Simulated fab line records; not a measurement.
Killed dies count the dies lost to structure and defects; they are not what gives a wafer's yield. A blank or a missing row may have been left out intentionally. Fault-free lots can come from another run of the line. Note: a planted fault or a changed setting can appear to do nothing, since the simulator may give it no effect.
Which of the tools did it?    flow gf180mcu    Sampling: 12 lots, 36 wafers, 3 of 602 route steps

== WHAT EACH GAUGE READ, for each wafer ==
GF_CONTACT_OVL_MEAS_15. Usual: CONTACT_OVL -4 nm, standard deviation 5.4.
lot   measured      on          CONTACT_OVL (nm)  flag
L503  day 16 00:52  overlay-02  0 7 10            
L505  day 16 11:52  overlay-02  -7 -7 -2          
L507  day 17 09:51  overlay-01  -5 -6 4           
L509  day 18 10:28  overlay-02  -7 -4 -6          
L517  day 21 08:34  overlay-01  -6 -9 -9          
L518  day 21 12:10  overlay-01  -6 -13 -6         
L520  day 22 03:52  overlay-01  -11 5 -7          
L521  day 22 10:42  overlay-01  -3 2 -10          
L522  day 22 17:13  overlay-02  -4 -15 -2         
L523  day 22 21:52  overlay-01  -10 -6 -14        
L525  day 23 15:57  overlay-02  -3 -7 1           
L526  day 23 20:19  overlay-01  9 -1 5            

GF_V1_THK_MEAS_01. Usual: V1_CVD_00_THK 599 nm, standard deviation 7.
lot   measured      on             V1_CVD_00_THK (nm)  flag
L503  day 17 00:30  film metro-01  593 600 596         
L505  day 17 12:41  film metro-03  597 602 601         
L507  day 18 11:17  film metro-01  597 596 606         
L509  day 19 13:27  film metro-03  588 594 598         
L517  day 22 10:31  film metro-03  588 598 600         
L518  day 22 14:32  film metro-03  604 611 602         
L520  day 23 04:44  film metro-03  596 595 600         
L521  day 23 11:26  film metro-01  620 607 615         
L522  day 23 18:49  film metro-03  605 600 606         
L523  day 23 22:58  film metro-03  602 612 596         
L525  day 24 16:58  film metro-02  614 602 613         
L526  day 24 20:59  film metro-01  604 603 612         

== WHICH TOOL RAN EACH LOT (tool, then ch and the chambers of the sampled wafers, then the start) ==
lot   GF_SALICIDE_RTA_08
L503  rtp anneal-02 ch 0, day 15 02:38
L505  rtp anneal-01 ch 0, day 15 13:43
L507  rtp anneal-01 ch 0, day 16 11:00
L509  rtp anneal-01 ch 0, day 17 10:23
L517  rtp anneal-01 ch 0, day 20 06:29
L518  rtp anneal-01 ch 0, day 20 10:31
L520  rtp anneal-02 ch 0, day 21 02:49
L521  rtp anneal-01 ch 0, day 21 09:38
L522  rtp anneal-02 ch 0, day 21 17:24
L523  rtp anneal-02 ch 0, day 21 21:32
L525  rtp anneal-02 ch 0, day 22 16:07
L526  rtp anneal-02 ch 0, day 22 20:55
- GF_SALICIDE_RTA_08: time 30 s.

== WHAT THE TOOLS THEMSELVES READ (means of the sampled wafers that have a number; where no wafer has one, the mark that the record gives instead) ==
GF_SALICIDE_RTA_08. Usual: lamp power pct 18.8 %, standard deviation 0.57; wafer_temp_C_max 803.9, standard deviation 1.1.
lot   tool           lamp power pct (%)  wafer_temp_C_max  flag
L503  rtp anneal-02  19.4                805.4             
L505  rtp anneal-01  18.3                803.5             
L507  rtp anneal-01  18.3                803.7             
L509  rtp anneal-01  18.3                802.9             
L517  rtp anneal-01  18.3                802.4             
L518  rtp anneal-01  18.3                803.5             
L520  rtp anneal-02  19.4                804.2             
L521  rtp anneal-01  18.3                803.0             
L522  rtp anneal-02  19.4                804.2             
L523  rtp anneal-02  19.4                804.1             
L525  rtp anneal-02  19.4                805.8             
L526  rtp anneal-02  19.4                804.4             

== THE ANSWER, worked out from the rows above alone ==
Rule: a lot counts as off when the mean over its wafers that have a number is more than 3 standard deviations away from the usual mean. Also off: a lot with no number at a reading for which 4 or more lots have one. Any other lot the step has rows for is counted as sound. Order of review: gauges by route order, followed by the tools' own readings, for which a lot's mean as printed above is used. At the first step where some lot is off, the reading lying furthest off is the one used; lots without a number count as furthest.
Nothing can be told from this: no lot is off at any reading shown.

== WHAT THE SIMULATOR PUT IN ==
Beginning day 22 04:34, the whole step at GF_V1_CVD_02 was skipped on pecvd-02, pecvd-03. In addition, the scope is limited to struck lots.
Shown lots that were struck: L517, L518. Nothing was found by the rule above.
